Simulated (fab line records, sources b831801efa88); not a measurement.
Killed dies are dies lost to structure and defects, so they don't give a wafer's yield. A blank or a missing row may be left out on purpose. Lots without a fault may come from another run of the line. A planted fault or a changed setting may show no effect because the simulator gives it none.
A struck lot beside a sound one | flow sky130 | 23 steps out of a route of 708
Sound: wafers L831.1, L831.4, L831.5. Struck: wafers L835.2, L835.5, L835.6. The cause comes at the end.
At each step with rows: each side's tool, then ch and its chambers, then its first start. Under that, the readings that differ: sound wafers | struck wafers | difference of the means | sigmas: that difference in standard deviations of wafers without a fault.
alike: readings whose means differ by less than 2 such deviations, and words and numbers that are the same on both sides. not compared: withheld readings, readings that some wafer has no value for, bounds like >300 that may hide the same value, and numbers for which the record gives no deviation and whose values overlap.
The two part at a step that has a row with sigmas, a row that says differs or no value, or rows on one side only. Numbers that don't overlap but have no deviation are shown without sigmas and don't part them. A reading that every wafer of one side lacks parts them only if that side has two wafers or more.

first, 8 steps without rows for these wafers: SKY_LDD_N_IMPLANT_08; SKY_LDD_N_IMPLANT_09; SKY_LDD_N_IMPLANT_10; SKY_LDD_N_IMPLANT_11; SKY_LDD_N_IMPLANT_12; SKY_LDD_N_IMPLANT_13; SKY_LDD_N_IMPLANT_14; SKY_LDD_N_IMPLANT_15.
SKY_LDD_N_STRIP_16: strips in O2/N2.
  sound on plasma_asher-03 ch 0,1, day 20 01:36; struck on plasma_asher-04 ch 0,1, day 21 05:52
  alike: drypump_motor_current_A, oes_product_au, strip_time_to_endpoint_s
  not compared: rf_hours_counter_h
SKY_LDD_N_TW_MEAS_17:
  sound on film_metro-04, day 20 01:42; struck on film_metro-03, day 21 05:59
  alike: LDD_N_TW
then, 2 steps without rows for these wafers: SKY_LDD_P_DEHYDRATE_00 (time 60 s); SKY_LDD_P_HMDS_01 (prime time 60 s).
SKY_LDD_P_COAT_02: resist thk 1140 nm.
  sound on litho_track-04 ch 0, day 20 16:44; struck on litho_track-04 ch 0, day 21 20:49
  reading                                    | sound          | struck         | difference | sigmas
  model.NOVOLAK_of_LDD_P_COAT_02.thk_nm (nm) | 1141 1140 1139 | 1237 1234 1236 | +96        |
  alike: dispense_pressure_kPa
then, 3 steps without rows for these wafers: SKY_LDD_P_SOFTBAKE_03 (time 60 s); SKY_LDD_P_EXPOSE_04 (exposes mask PSDM, target cd 380 nm); SKY_LDD_P_PEB_05.
SKY_LDD_P_DEVELOP_06: develop time 60 s.
  sound on litho_track-01 ch 0, day 21 08:19; struck on litho_track-02 ch 0, day 22 12:02
  reading                                    | sound          | struck         | difference | sigmas
  model.NOVOLAK_of_LDD_P_COAT_02.thk_nm (nm) | 1141 1140 1138 | 1236 1233 1236 | +95        |
SKY_LDD_P_CD_MEAS_07: target cd 380 nm.
  sound on cd_sem-01, day 21 08:28; struck on cd_sem-02, day 22 12:11
  alike: cd_nm
SKY_LDD_P_OVL_MEAS_08:
  sound on overlay-01, day 21 08:35; struck on overlay-01, day 22 12:17
  alike: LDD_P_OVL
then, 1 step without rows for these wafers: SKY_LDD_P_IMPLANT_09.
SKY_LDD_P_STRIP_10: strips in O2/N2.
  sound on plasma_asher-04 ch 0,1, day 21 08:46; struck on plasma_asher-03 ch 0,1, day 22 12:28
  reading                      | sound             | struck            | difference | sigmas
  strip_time_to_endpoint_s (s) | 14.20 14.17 14.15 | 15.28 15.24 15.26 | +1.09      | +28
  alike: drypump_motor_current_A, oes_product_au
  not compared: rf_hours_counter_h
SKY_LDD_P_TW_MEAS_11:
  sound on film_metro-04, day 21 08:52; struck on film_metro-04, day 22 12:35
  alike: LDD_P_TW
-- the record jumps here: 26 days lie between the struck wafers' starts before and after (it left off in module LDD_P and takes up again in module PAD_OPEN, whose first step shown is number 708 of the route) --
SKY_PAD_OPEN_PROBE_99:
  sound on prober-02, day 47 10:40; struck on prober-02, day 48 05:18
  alike: killed_at_M0_to_M3, killed_at_M4_up, killed_at_contacts, killed_at_front_end, killed_at_other, killed_dies, killed_open, killed_short

WHERE THEY PART
Only at SKY_LDD_P_STRIP_10, within this record. Later steps at which nothing parts them and some readings are alike: SKY_LDD_P_TW_MEAS_11, SKY_PAD_OPEN_PROBE_99.

WHY: what the simulator had put in
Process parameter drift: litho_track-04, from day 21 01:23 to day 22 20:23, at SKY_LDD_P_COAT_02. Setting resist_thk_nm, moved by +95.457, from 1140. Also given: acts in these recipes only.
